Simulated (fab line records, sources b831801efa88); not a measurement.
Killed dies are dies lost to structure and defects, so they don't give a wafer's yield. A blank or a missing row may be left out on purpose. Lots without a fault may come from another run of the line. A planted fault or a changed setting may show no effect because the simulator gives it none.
Which tool did it? | flow sfq_line | 7 lots, 21 wafers sampled, at 2 steps of a route of 325

WHAT THE GAUGES READ, wafer by wafer
SFQ_I1_BOW_MEAS_912.
lot  | measured     | on            | I1_BOW (um)
L138 | day 13 17:59 | film_metro-03 | 3 3 -1
L145 | day 16 03:42 | film_metro-03 | -9 -21 1
L147 | day 16 12:42 | film_metro-04 | 7 7 7
L149 | day 17 11:02 | film_metro-03 | -4 -9 -16
L151 | day 17 16:26 | film_metro-04 | 3 10 -3
L153 | day 18 11:26 | film_metro-03 | -9 -4 5
L157 | day 20 04:38 | film_metro-02 | -2 2 7

WHICH TOOL RAN EACH LOT (tool, then ch and the chambers of the sampled wafers, then the start)
lot  | SFQ_TRILAYER_I0_DEP_PECVD_027
L138 | pecvd-04 ch 1,2, day 8 12:08
L145 | pecvd-03 ch 0,1,2, day 10 09:44
L147 | pecvd-03 ch 0,1, day 10 22:56
L149 | pecvd-01 ch 1,2, day 11 15:52
L151 | pecvd-01 ch 0,1,2, day 12 03:52
L153 | pecvd-01 ch 0,1,2, day 12 20:26
L157 | pecvd-03 ch 0,1,2, day 14 01:14
- SFQ_TRILAYER_I0_DEP_PECVD_027: deposits SiO2 from SiH4/N2O, time 111.11 s, target thk 500 nm.

THE ANSWER, worked out from the rows above alone
Rule: what is usual is taken from the lots themselves. Put in order of their means at a reading, lots are off if they are a third of the lots or fewer, leave a main group of 4 or more, and stand apart from it by a gap of 3 or more times the standard deviation of the main group's means; of several such gaps the widest counts. A main group whose means are all the same, to the digits that the tables above print for the reading, isn't used. A lot without any number at a reading at which 4 lots or more have one is off too. The other lots that the step has rows for count as sound.
No lot is off at any reading shown: from this, nothing can be told.

WHAT THE SIMULATOR HAD PUT IN
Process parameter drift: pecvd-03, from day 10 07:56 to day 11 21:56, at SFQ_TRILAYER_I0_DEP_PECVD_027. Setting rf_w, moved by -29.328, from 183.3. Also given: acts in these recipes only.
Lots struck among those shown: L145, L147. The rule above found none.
